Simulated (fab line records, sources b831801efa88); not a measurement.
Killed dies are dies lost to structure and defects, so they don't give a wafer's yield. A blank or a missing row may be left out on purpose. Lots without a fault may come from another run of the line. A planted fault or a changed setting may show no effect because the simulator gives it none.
fab line records | flow sky130
record lots=11 wafers=33 last_day=50
route steps=708 shown RES_PROTECT@215 POLY_GATE@218 LDD_P@265 LDD_HVN@269 LDD_HVP@288 LDD_LDN@302 PAD_OPEN@708
lots that met no fault: from a run of the same line without faults
start_h: hours from the record's first day to the start of the lot's first wafer shown | wait_h: hours since the lot's step before | " the same as in the row above | L1.1+2: a row that stands for several wafers | - no value, or no start given | * or withheld: withheld | < > ~ a bound
route shown NAME@n: a module of which the file shows steps, and the number in the route of the first | usual: mean/standard deviation of fault-free wafers | same: alike in all rows | chamber/n: place in a boat | sites: the reading at each site | _std_site: their standard deviation | _edge_site: outer sites' mean less inner sites' | radius_mm: how far each site lies from the wafer's centre | mask NAME#n: copy n | behind: the tool/chamber that last shaped the wafer | hold: why the lot was held/for how many hours/how that ended | device: the transistor (n, p or np) that didn't switch | end of line: the same wafers' tests at the end of the route | a step without rows: its recipe alone | killed: dies lost to structure and defects at the first sort, not the wafer's yield | map: a wafer's dies, x killed, . not, _ none there
set.NAME: the setting as run; set.NAME@STEP: as run at that earlier step | model.NAME: the simulator's own value behind a step, which no gauge read
steps of the route over a sample of lots; a table a step, a row a wafer
services: from which hour (start_h, from the record's first day; less than 0 if before it) a tool's chamber was out of use, for how many hours, and why
## steps
# step SKY_RES_PROTECT_TW_MEAS_08
# usual POLY_GATE_TW=4029/41
# columns lot.wafer tool chamber start_h wait_h POLY_GATE_TW
L442.2 film_metro-04 - 330.24 0.1 4010
L442.3 " - " " 4006
L442.5 " - " " 3982
L445.2 film_metro-03 - 366.08 0.1 4059
L445.4 " - " " 4071
L445.5 " - " " 4064
L447.1 film_metro-03 - 382.39 0.1 4075
L447.4 " - " " 4044
L447.6 " - " " 4086
L449.2 film_metro-01 - 403.29 0.1 3996
L449.4 " - " " 3984
L449.5 " - " " 3971
L450.2 film_metro-03 - 410.18 0.1 4072
L450.5 " - " " 4054
L450.6 " - " " 4062
L452.1 film_metro-01 - 429.38 0.1 4015
L452.3 " - " " 4013
L452.4 " - " " 4013
L455.1 film_metro-04 - 455.48 0.1 3988
L455.2 " - " " 3991
L455.5 " - " " 4003
L458.1 film_metro-03 - 484.87 0.1 4044
L458.4 " - " " 4043
L458.6 " - " " 4054
L460.1 film_metro-03 - 495.57 0.1 4031
L460.3 " - " " 4060
L460.6 " - " " 4034
L461.1 film_metro-03 - 514.32 0.1 4086
L461.3 " - " " 4084
L461.6 " - " " 4087
L465.2 film_metro-04 - 539.13 0.1 4003
L465.3 " - " " 3988
L465.4 " - " " 3997
# step SKY_POLY_GATE_THK_MEAS_04
# recipe reads=Si3N4_of_POLY_GATE_CVD_03
# usual POLY_GATE_CVD_03_THK=75.0/0.76
# columns lot.wafer tool chamber start_h wait_h POLY_GATE_CVD_03_THK[nm]
L442.2 film_metro-03 - 332.92 0.0 74.8
L442.3 " - " " 74.7
L442.5 " - " " 74.2
L445.2 film_metro-01 - 368.10 0.0 76.9
L445.4 " - " " 76.0
L445.5 " - " " 76.0
L447.1 film_metro-02 - 384.84 0.0 75.3
L447.4 " - " " 75.7
L447.6 " - " " 75.6
L449.2 film_metro-03 - 405.43 0.0 75.2
L449.4 " - " " 74.9
L449.5 " - " " 74.7
L450.2 film_metro-02 - 411.65 0.0 75.4
L450.5 " - " " 75.5
L450.6 " - " " 75.5
L452.1 film_metro-01 - 432.48 0.0 75.2
L452.3 " - " " 74.2
L452.4 " - " " 74.4
L455.1 film_metro-01 - 456.94 0.0 75.6
L455.2 " - " " 75.1
L455.5 " - " " 75.2
L458.1 film_metro-01 - 486.34 0.0 75.3
L458.4 " - " " 75.3
L458.6 " - " " 75.7
L460.1 film_metro-01 - 497.04 0.0 74.9
L460.3 " - " " 74.9
L460.6 " - " " 75.2
L461.1 film_metro-03 - 515.79 0.0 74.8
L461.3 " - " " 74.0
L461.6 " - " " 74.6
L465.2 film_metro-01 - 541.51 0.0 74.8
L465.3 " - " " 74.9
L465.4 " - " " 75.4
# step SKY_LDD_P_STRIP_10
# recipe chemistry=O2/N2 power_w=1400 pressure_mtorr=1500 platen_temp_c=withheld o2_flow_sccm=3000 n2_flow_sccm=300 overash_fraction=0.5
# usual drypump_motor_current_A=5.8/0.51 oes_product_au=0.716/0.0046 strip_time_to_endpoint_s=14.17/0.031
# columns lot.wafer tool chamber start_h wait_h drypump_motor_current_A oes_product_au rf_hours_counter_h strip_time_to_endpoint_s
L442.2 plasma_asher-04 1 423.03 0.1 5.1 0.716 78 14.22
L442.3 " 0 " " 5.8 0.718 - 14.27
L442.5 " 1 " " 5.1 0.715 - 14.26
L445.2 plasma_asher-01 1 463.23 0.1 6.3 0.721 4 14.12
L445.4 " 1 " " 6.3 0.722 - 14.17
L445.5 " 1 " " 6.3 0.713 - 14.17
L447.1 plasma_asher-03 0 479.73 0.1 6.5 0.721 71 14.17
L447.4 " 1 " " 5.6 0.712 - 14.14
L447.6 " 1 " " 5.6 0.723 - 14.12
L449.2 plasma_asher-04 0 501.38 0.1 5.8 0.716 86 14.21
L449.4 " 0 " " 5.7 0.722 - 14.18
L449.5 " 1 " " 5.1 0.716 - 14.19
L450.2 plasma_asher-03 0 507.93 0.1 6.5 0.712 73 14.23
L450.5 " 1 " " 5.6 0.711 - 14.21
L450.6 " 0 " " 6.5 0.712 - 14.19
L452.1 plasma_asher-01 1 526.46 0.1 6.3 0.717 10 14.21
L452.3 " 1 " " 6.3 0.711 - 14.16
L452.4 " 0 " " 5.3 0.714 - 14.14
L455.1 plasma_asher-03 1 551.44 0.1 5.6 0.722 78 14.18
L455.2 " 0 " " 6.5 0.716 78 14.13
L455.5 " 1 " " 5.6 0.713 - 14.18
L458.1 plasma_asher-04 0 580.08 0.1 5.8 0.719 93 14.15
L458.4 " 1 " " 5.1 0.715 - 14.19
L458.6 " 1 " " 5.1 0.712 - 14.21
L460.1 plasma_asher-01 1 589.34 0.1 6.3 0.712 17 14.21
L460.3 " 1 " " 6.3 0.712 - 14.18
L460.6 " 1 " " 6.3 0.718 - 14.19
L461.1 plasma_asher-01 0 611.71 0.1 5.3 0.712 19 14.15
L461.3 " 0 " " 5.3 0.725 - 14.11
L461.6 " 0 " " 5.3 0.718 - 14.14
L465.2 plasma_asher-04 1 632.88 0.1 5.1 0.715 98 14.18
L465.3 " 0 " " 5.8 0.719 - 14.13
L465.4 " 1 " " 5.1 0.718 - 14.15
# step SKY_LDD_HVN_COAT_02
# recipe resist=NOVOLAK spin_rpm=3000 resist_thk_nm=300
# usual chill_plate_temp_C=22.99/0.1 dispense_pressure_kPa=50/3.5
# columns lot.wafer tool chamber start_h wait_h chill_plate_temp_C dispense_pressure_kPa
L442.2 litho_track-03 0 437.85 0.1 23.05 52
L442.3 " 0 " " 23.03 52
L442.5 " 0 " " 23.10 52
L445.2 litho_track-01 0 478.41 0.1 23.09 44
L445.4 " 0 " " 22.95 44
L445.5 " 0 " " 23.11 44
L447.1 litho_track-01 0 494.79 0.1 22.91 44
L447.4 " 0 " " 22.90 44
L447.6 " 0 " " 22.90 44
L449.2 litho_track-01 0 516.66 0.1 22.91 44
L449.4 " 0 " " 23.12 44
L449.5 " 0 " " 22.95 44
L450.2 litho_track-03 0 523.00 0.1 23.17 52
L450.5 " 0 " " 22.92 52
L450.6 " 0 " " 23.11 52
L452.1 litho_track-04 0 541.67 0.1 22.95 52
L452.3 " 0 " " 23.12 52
L452.4 " 0 " " 22.87 52
L455.1 litho_track-03 0 565.42 0.1 23.04 52
L455.2 " 0 " " 22.87 52
L455.5 " 0 " " 22.93 52
L458.1 litho_track-04 - 594.32 0.1 - -
L458.4 " - " " - -
L458.6 " - " " - -
L460.1 litho_track-03 - 603.77 0.1 - -
L460.3 " - " " - -
L460.6 " - " " - -
L461.1 litho_track-01 0 625.68 0.1 22.72 44
L461.3 " 0 " " 23.05 44
L461.6 " 0 " " 23.12 44
L465.2 litho_track-01 0 646.61 0.1 22.87 44
L465.3 " 0 " " 22.91 44
L465.4 " 0 " " 23.00 44
# step SKY_LDD_HVN_OVL_MEAS_07
# usual LDD_HVN_OVL=-0.9/1.4
# columns lot.wafer tool chamber start_h wait_h LDD_HVN_OVL[nm]
L442.2 overlay-01 - 453.68 0.1 -0.5
L442.3 " - " " -0.3
L442.5 " - " " -1.4
L445.2 overlay-01 - 493.88 0.1 -1.7
L445.4 " - " " -3.3
L445.5 " - " " -0.3
L447.1 overlay-02 - 510.47 0.1 -3.0
L447.4 " - " " -2.5
L447.6 " - " " -1.3
L449.2 overlay-02 - 531.08 0.1 -1.7
L449.4 " - " " -1.7
L449.5 " - " " -0.5
L450.2 overlay-01 - 537.98 0.1 -0.2
L450.5 " - " " 0.7
L450.6 " - " " 0.1
L452.1 overlay-01 - 556.82 0.1 1.5
L452.3 " - " " -0.7
L452.4 " - " " 0.6
L455.1 overlay-01 - 581.02 0.1 -2.3
L455.2 " - " " -0.7
L455.5 " - " " -2.4
L458.1 overlay-01 - 609.22 0.1 -
L458.4 " - " " -
L458.6 " - " " -
L460.1 overlay-01 - 617.97 0.1 -
L460.3 " - " " -
L460.6 " - " " -
L461.1 overlay-02 - 640.17 0.1 -0.4
L461.3 " - " " -1.7
L461.6 " - " " -2.7
L465.2 overlay-01 - 661.24 0.1 -1.9
L465.3 " - " " -3.1
L465.4 " - " " -1.3
# step SKY_LDD_HVP_TW_MEAS_10
# usual LDD_HVP_TW=456/5.4
# columns lot.wafer tool chamber start_h wait_h LDD_HVP_TW
L442.2 film_metro-04 - 484.93 0.1 449
L442.3 " - " " 446
L442.5 " - " " 448
L445.2 film_metro-03 - 524.88 0.1 465
L445.4 " - " " 463
L445.5 " - " " 463
L447.1 film_metro-03 - 541.01 0.1 463
L447.4 " - " " 464
L447.6 " - " " 464
L449.2 film_metro-04 - 561.48 0.1 451
L449.4 " - " " 452
L449.5 " - " " 451
L450.2 film_metro-01 - 567.65 0.1 453
L450.5 " - " " 453
L450.6 " - " " 451
L452.1 film_metro-03 - 586.97 0.1 467
L452.3 " - " " 462
L452.4 " - " " 463
L455.1 film_metro-04 - 611.32 0.1 451
L455.2 " - " " 452
L455.5 " - " " 453
L458.1 film_metro-03 - 638.36 0.1 1471
L458.4 " - " " 1461
L458.6 " - " " 1458
L460.1 film_metro-03 - 646.31 0.1 1464
L460.3 " - " " 1472
L460.6 " - " " 1471
L461.1 film_metro-04 - 669.27 0.1 452
L461.3 " - " " 451
L461.6 " - " " 451
L465.2 film_metro-03 - 690.38 0.1 459
L465.3 " - " " 460
L465.4 " - " " 459
# step SKY_LDD_LDN_TW_MEAS_13
# usual LDD_LDN_TW=1474/20
# columns lot.wafer tool chamber start_h wait_h LDD_LDN_TW
L442.2 film_metro-03 - 515.90 0.1 1499
L442.3 " - " " 1502
L442.5 " - " " 1508
L445.2 film_metro-03 - 554.97 0.1 1498
L445.4 " - " " 1498
L445.5 " - " " 1496
L447.1 film_metro-02 - 571.76 0.1 1461
L447.4 " - " " 1458
L447.6 " - " " 1455
L449.2 film_metro-02 - 592.42 0.1 1453
L449.4 " - " " 1453
L449.5 " - " " 1464
L450.2 film_metro-04 - 597.82 0.1 1462
L450.5 " - " " 1460
L450.6 " - " " 1454
L452.1 film_metro-02 - 616.46 0.1 1452
L452.3 " - " " 1451
L452.4 " - " " 1451
L455.1 film_metro-03 - 640.31 0.1 1495
L455.2 " - " " 1498
L455.5 " - " " 1500
L458.1 film_metro-04 - 666.94 0.1 1806
L458.4 " - " " 1799
L458.6 " - " " 1801
L460.1 film_metro-03 - 676.41 0.1 1833
L460.3 " - " " 1834
L460.6 " - " " 1841
L461.1 film_metro-03 - 698.41 0.1 1514
L461.3 " - " " 1495
L461.6 " - " " 1493
L465.2 film_metro-04 - 718.27 0.1 1459
L465.3 " - " " 1470
L465.4 " - " " 1468
# step SKY_PAD_OPEN_PROBE_99
# usual killed_at_M0_to_M3=44/7.3 killed_at_M4_up=3.5/1.8 killed_at_contacts=24/5.8 killed_at_front_end=16/4.3 killed_at_other=0.5/0.68 killed_dies=88/9.4 killed_on_rim=17/3.7 killed_open=48/6.8 killed_short=40/6.1
# same gross_dies=492 killed_at_back_side=0
# columns lot.wafer tool chamber start_h wait_h killed_at_M0_to_M3 killed_at_M4_up killed_at_contacts killed_at_front_end killed_at_other killed_dies killed_on_rim killed_open killed_short
L442.2 prober-02 - 1071.67 0.1 53 1 18 15 0 87 18 48 39
L442.3 prober-02 - 1071.72 0.2 36 5 25 14 0 80 15 39 41
L442.5 prober-02 - 1071.82 0.2 47 4 37 11 1 100 23 54 44
L445.2 prober-01 - 1095.38 0.1 62 6 18 13 0 99 15 54 44
L445.4 prober-01 - 1095.48 0.2 30 3 18 19 0 70 16 39 30
L445.5 prober-01 - 1095.53 0.2 41 3 22 23 0 89 20 52 37
L447.1 prober-01 - 1105.62 0.1 38 4 12 16 1 71 17 43 27
L447.4 prober-01 - 1105.77 0.2 28 2 26 15 1 72 11 45 27
L447.6 prober-01 - 1105.87 0.2 45 3 26 11 0 85 19 43 42
L449.2 prober-01 - 1121.91 0.1 47 3 14 21 0 85 13 43 42
L449.4 prober-01 - 1122.01 0.2 43 3 21 14 3 84 16 44 39
L449.5 prober-01 - 1122.06 0.2 43 4 19 17 0 83 19 41 41
L450.2 prober-02 - 1125.32 0.1 41 2 13 16 1 73 14 39 34
L450.5 prober-02 - 1125.47 0.2 35 4 28 21 0 88 13 51 37
L450.6 prober-02 - 1125.52 0.2 48 4 19 14 1 86 16 44 42
L452.1 prober-02 - 1142.25 0.1 53 7 35 13 0 108 16 53 54
L452.3 prober-02 - 1142.35 0.2 39 6 21 6 2 74 13 33 41
L452.4 prober-02 - 1142.40 0.2 41 4 22 13 0 80 21 42 38
L455.1 prober-02 - 1153.74 0.1 43 4 21 19 0 87 18 44 42
L455.2 prober-02 - 1153.79 0.1 30 8 27 17 0 82 8 44 38
L455.5 prober-02 - 1153.94 0.2 42 5 38 8 1 94 25 47 45
L458.1 prober-02 - 1170.25 0.1 52 4 20 413 3 492 96 53 44
L458.4 prober-02 - 1170.40 0.2 38 4 24 426 0 492 96 43 40
L458.6 prober-02 - 1170.50 0.2 46 2 20 424 0 492 96 44 33
L460.1 prober-01 - 1174.07 0.1 42 3 16 431 0 492 96 44 38
L460.3 prober-01 - 1174.17 0.2 30 3 24 435 0 492 96 50 31
L460.6 prober-01 - 1174.32 0.2 49 2 22 418 1 492 96 47 45
L461.1 prober-01 - 1187.30 0.1 56 3 24 17 0 100 21 51 49
L461.3 prober-01 - 1187.40 0.2 45 6 29 14 0 94 18 40 53
L461.6 prober-01 - 1187.55 0.2 50 1 31 20 1 103 20 54 48
L465.2 prober-01 - 1198.47 0.1 34 4 30 16 0 84 17 50 34
L465.3 prober-01 - 1198.52 0.2 38 3 29 10 0 80 16 41 39
L465.4 prober-01 - 1198.57 0.2 40 3 24 13 0 80 19 42 38
# killed by level:class
L442.2 VIA1:geometric_particle:open=15 METAL2:geometric_particle:short=8 VIA3:geometric_particle:open=8 CONTACT:geometric_particle:open=6 VIA2:geometric_particle:open=5 FIELD_ISO:geometric_particle:open=4 LOCAL_INTERCONNECT:geometric_particle:short=4 VIA1:geometric_particle:short=4
L442.3 VIA1:geometric_particle:open=11 CONTACT:geometric_particle:open=8 LI_CONTACT:geometric_particle:open=6 VIA3:geometric_particle:short=6 LOCAL_INTERCONNECT:geometric_particle:short=5 POLY_GATE:geometric_particle:open=4 POLY_GATE:geometric_particle:short=4 METAL3:geometric_particle:short=4
L442.5 CONTACT:geometric_particle:open=13 VIA1:geometric_particle:open=13 LI_CONTACT:geometric_particle:open=11 VIA1:geometric_particle:short=8 CONTACT:geometric_particle:short=6 METAL1:geometric_particle:short=6 LOCAL_INTERCONNECT:geometric_particle:short=5 METAL2:geometric_particle:short=4
L445.2 VIA1:geometric_particle:open=14 VIA3:geometric_particle:open=14 METAL1:geometric_particle:short=12 CONTACT:geometric_particle:open=8 VIA1:geometric_particle:short=6 POLY_GATE:geometric_particle:short=5 METAL2:geometric_particle:short=5 CONTACT:geometric_particle:short=4
L445.4 CONTACT:geometric_particle:open=7 FIELD_ISO:geometric_particle:open=6 VIA1:geometric_particle:open=6 CONTACT:geometric_particle:short=4 LI_CONTACT:geometric_particle:open=4 VIA3:geometric_particle:open=4 FIELD_ISO:geometric_particle:short=3 POLY_GATE:geometric_particle:open=3
L445.5 VIA3:geometric_particle:open=9 FIELD_ISO:geometric_particle:open=8 CONTACT:geometric_particle:open=8 LI_CONTACT:geometric_particle:open=7 VIA2:geometric_particle:open=7 VIA1:geometric_particle:open=5 METAL2:geometric_particle:short=5 POLY_GATE:geometric_particle:short=4
L447.1 VIA2:geometric_particle:open=9 VIA3:geometric_particle:open=7 CONTACT:geometric_particle:open=6 VIA1:geometric_particle:open=5 FIELD_ISO:geometric_particle:open=4 FIELD_ISO:geometric_particle:short=3 LI_CONTACT:geometric_particle:open=3 POLY_GATE:geometric_particle:open=3
L447.4 CONTACT:geometric_particle:open=12 LI_CONTACT:geometric_particle:open=7 VIA1:geometric_particle:open=7 FIELD_ISO:geometric_particle:open=5 VIA3:geometric_particle:open=5 VIA2:geometric_particle:open=4 SPACER:geometric_particle:short=3 LOCAL_INTERCONNECT:geometric_particle:short=3
L447.6 CONTACT:geometric_particle:open=8 VIA1:geometric_particle:open=8 LI_CONTACT:geometric_particle:open=7 VIA1:geometric_particle:short=7 METAL2:geometric_particle:short=7 METAL1:geometric_particle:short=6 POLY_GATE:geometric_particle:open=5 CONTACT:geometric_particle:short=5
L449.2 VIA1:geometric_particle:open=10 METAL2:geometric_particle:short=7 FIELD_ISO:geometric_particle:open=6 VIA1:geometric_particle:short=6 CONTACT:geometric_particle:open=6 VIA2:geometric_particle:open=5 METAL1:geometric_particle:short=5 VIA3:geometric_particle:open=5
L449.4 VIA1:geometric_particle:open=10 LI_CONTACT:geometric_particle:open=9 METAL2:geometric_particle:short=6 POLY_GATE:geometric_particle:open=5 VIA3:geometric_particle:open=5 METAL3:geometric_particle:short=5 LI_CONTACT:geometric_particle:short=4 LOCAL_INTERCONNECT:geometric_particle:short=4
L449.5 VIA1:geometric_particle:open=9 VIA2:geometric_particle:open=6 METAL2:geometric_particle:short=5 LI_CONTACT:geometric_particle:open=5 LOCAL_INTERCONNECT:geometric_particle:short=5 METAL1:geometric_particle:short=5 FIELD_ISO:geometric_particle:short=4 CONTACT:geometric_particle:open=4
L450.2 VIA1:geometric_particle:open=8 VIA3:geometric_particle:open=5 CONTACT:geometric_particle:open=5 VIA2:geometric_particle:open=5 FIELD_ISO:geometric_particle:open=4 POLY_GATE:geometric_particle:open=4 LOCAL_INTERCONNECT:geometric_particle:short=4 VIA1:geometric_particle:short=4
L450.5 CONTACT:geometric_particle:open=12 LI_CONTACT:geometric_particle:open=8 FIELD_ISO:geometric_particle:short=7 VIA1:geometric_particle:open=7 FIELD_ISO:geometric_particle:open=6 METAL1:geometric_particle:short=6 VIA2:geometric_particle:open=5 VIA3:geometric_particle:open=5
L450.6 VIA1:geometric_particle:open=13 METAL1:geometric_particle:short=8 LI_CONTACT:geometric_particle:open=6 METAL3:geometric_particle:short=5 VIA3:geometric_particle:open=5 FIELD_ISO:geometric_particle:short=4 VIA3:geometric_particle:short=4 CONTACT:geometric_particle:open=4
L452.1 CONTACT:geometric_particle:open=13 VIA1:geometric_particle:open=12 METAL1:geometric_particle:short=10 LOCAL_INTERCONNECT:geometric_particle:short=8 FIELD_ISO:geometric_particle:short=5 LI_CONTACT:geometric_particle:open=5 CONTACT:geometric_particle:short=5 METAL1:geometric_particle:open=5
L452.3 CONTACT:geometric_particle:open=8 VIA1:geometric_particle:open=6 VIA2:geometric_particle:open=6 CONTACT:geometric_particle:short=5 METAL2:geometric_particle:short=5 VIA3:geometric_particle:open=4 VIA3:geometric_particle:short=4 METAL1:geometric_particle:short=4
L452.4 VIA1:geometric_particle:open=8 CONTACT:geometric_particle:open=7 VIA2:geometric_particle:open=7 LOCAL_INTERCONNECT:geometric_particle:short=6 METAL2:geometric_particle:short=6 LI_CONTACT:geometric_particle:open=5 POLY_GATE:geometric_particle:short=4 VIA1:geometric_particle:short=4
L455.1 CONTACT:geometric_particle:open=11 VIA1:geometric_particle:open=11 METAL2:geometric_particle:short=7 FIELD_ISO:geometric_particle:short=5 METAL1:geometric_particle:short=5 VIA3:geometric_particle:open=5 POLY_GATE:geometric_particle:open=4 METAL4:geometric_particle:short=4
L455.2 LI_CONTACT:geometric_particle:open=9 LOCAL_INTERCONNECT:geometric_particle:short=8 VIA3:geometric_particle:open=8 CONTACT:geometric_particle:open=7 METAL4:geometric_particle:short=7 VIA1:geometric_particle:open=7 POLY_GATE:geometric_particle:short=5 FIELD_ISO:geometric_particle:open=4
L455.5 CONTACT:geometric_particle:open=15 VIA1:geometric_particle:open=10 LI_CONTACT:geometric_particle:open=7 LOCAL_INTERCONNECT:geometric_particle:short=7 METAL1:geometric_particle:short=6 VIA1:geometric_particle:short=5 FIELD_ISO:geometric_particle:short=4 VIA3:geometric_particle:short=4
L458.1 LDD_HVN:area_expose=392 VIA2:geometric_particle:open=12 CONTACT:geometric_particle:open=10 METAL1:geometric_particle:short=7 VIA1:geometric_particle:open=7 POLY_GATE:geometric_particle:open=6 VIA1:geometric_particle:short=6 METAL2:geometric_particle:short=6
L458.4 LDD_HVN:area_expose=409 CONTACT:geometric_particle:open=9 VIA2:geometric_particle:open=8 VIA1:geometric_particle:open=7 FIELD_ISO:geometric_particle:short=5 VIA3:geometric_particle:short=5 LOCAL_INTERCONNECT:geometric_particle:short=5 CONTACT:geometric_particle:short=5
L458.6 LDD_HVN:area_expose=415 VIA1:geometric_particle:open=10 CONTACT:geometric_particle:open=8 VIA2:geometric_particle:open=7 FIELD_ISO:geometric_particle:open=5 METAL2:geometric_particle:short=5 VIA3:geometric_particle:short=5 VIA3:geometric_particle:open=5
L460.1 LDD_HVN:area_expose=409 VIA1:geometric_particle:open=9 FIELD_ISO:geometric_particle:open=7 POLY_GATE:geometric_particle:short=6 CONTACT:geometric_particle:open=6 VIA3:geometric_particle:open=6 LI_CONTACT:geometric_particle:open=5 VIA1:geometric_particle:short=5
L460.3 LDD_HVN:area_expose=409 CONTACT:geometric_particle:open=11 FIELD_ISO:geometric_particle:short=9 VIA1:geometric_particle:open=7 LI_CONTACT:geometric_particle:open=6 FIELD_ISO:geometric_particle:open=5 VIA3:geometric_particle:open=5 SPACER:geometric_particle:open=4
L460.6 LDD_HVN:area_expose=400 VIA1:geometric_particle:open=13 CONTACT:geometric_particle:open=11 LI_CONTACT:geometric_particle:open=6 METAL1:geometric_particle:short=5 VIA3:geometric_particle:short=5 VIA1:geometric_particle:short=5 METAL2:geometric_particle:short=5
L461.1 VIA1:geometric_particle:open=13 CONTACT:geometric_particle:short=8 LI_CONTACT:geometric_particle:open=7 METAL1:geometric_particle:short=7 VIA3:geometric_particle:open=7 VIA2:geometric_particle:open=7 POLY_GATE:geometric_particle:short=6 METAL2:geometric_particle:short=5
L461.3 VIA1:geometric_particle:short=12 LOCAL_INTERCONNECT:geometric_particle:short=9 CONTACT:geometric_particle:open=8 VIA2:geometric_particle:open=7 VIA3:geometric_particle:open=5 METAL1:geometric_particle:short=5 VIA1:geometric_particle:open=5 FIELD_ISO:geometric_particle:short=4
L461.6 VIA1:geometric_particle:open=15 CONTACT:geometric_particle:open=12 METAL2:geometric_particle:short=9 METAL1:geometric_particle:short=7 FIELD_ISO:geometric_particle:open=6 LI_CONTACT:geometric_particle:open=6 LOCAL_INTERCONNECT:geometric_particle:short=6 FIELD_ISO:geometric_particle:short=5
L465.2 CONTACT:geometric_particle:open=11 VIA1:geometric_particle:open=9 LI_CONTACT:geometric_particle:open=8 FIELD_ISO:geometric_particle:short=7 VIA3:geometric_particle:open=7 POLY_GATE:geometric_particle:short=4 LI_CONTACT:geometric_particle:short=4 LOCAL_INTERCONNECT:geometric_particle:short=4
L465.3 CONTACT:geometric_particle:open=10 LI_CONTACT:geometric_particle:open=7 CONTACT:geometric_particle:short=6 VIA2:geometric_particle:short=6 VIA1:geometric_particle:open=5 VIA1:geometric_particle:short=5 VIA3:geometric_particle:open=5 FIELD_ISO:geometric_particle:open=4
L465.4 VIA1:geometric_particle:open=11 LI_CONTACT:geometric_particle:open=7 CONTACT:geometric_particle:open=7 VIA1:geometric_particle:short=7 VIA2:geometric_particle:open=6 CONTACT:geometric_particle:short=5 METAL2:geometric_particle:short=5 POLY_GATE:geometric_particle:open=4
## services
# columns tool chamber start_h hours kind
plasma_asher-01 - 421.25 9.0 pm
plasma_asher-01 0 421.25 9.0 vent_cycle
plasma_asher-01 1 421.25 9.0 vent_cycle
plasma_asher-01 0 430.25 - clean
plasma_asher-01 1 430.25 - clean
plasma_asher-03 - 471.37 7.7 repair
plasma_asher-01 - 500.83 1.7 repair
plasma_asher-04 - 513.51 4.3 pm
plasma_asher-04 - 573.65 2.3 repair
plasma_asher-03 - 601.60 2.7 repair
litho_track-01 - 634.13 - consumable_replace:filter
plasma_asher-03 - 641.69 2.8 pm
## key
first_sign step=SKY_LDD_HVN_COAT_02 reading=tool_record direction=missing
effect step=SKY_LDD_HVN_OVL_MEAS_07 reading=LDD_HVN_OVL direction=missing
effect step=SKY_LDD_HVP_TW_MEAS_10 reading=LDD_HVP_TW direction=up sigmas=99+ usual=456 struck=1466
effect step=SKY_LDD_LDN_TW_MEAS_13 reading=LDD_LDN_TW direction=up sigmas=17 usual=1474 struck=1819
effect step=SKY_PAD_OPEN_PROBE_99 reading=killed_at_front_end direction=up sigmas=95 usual=16 struck=424
more_kills_born_at SKY_LDD_HVN_EXPOSE_04@iline_stepper-01=1218 SKY_LDD_HVN_EXPOSE_04@iline_stepper-02=1216
met_at SKY_LDD_HVN_COAT_02
struck_lots L458,L460
tester_left_out L458,L460
not_acting_at SKY_RES_PROTECT_TW_MEAS_08,SKY_POLY_GATE_THK_MEAS_04,SKY_LDD_P_STRIP_10
onset_between 565.42 594.32
fault kind=skipped_step_whole tool=litho_track-03,litho_track-04 chamber=- onset_h=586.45 steps=SKY_LDD_HVN_COAT_02 scope=struck_lots_only
# tester_left_out: of these lots the tester's yield and bins aren't shown, on N5 and GAA mostly nor the transistor test; their killed dies are dies lost to structure and defects alone, not to doping, threshold or leakage, so they don't give the yield
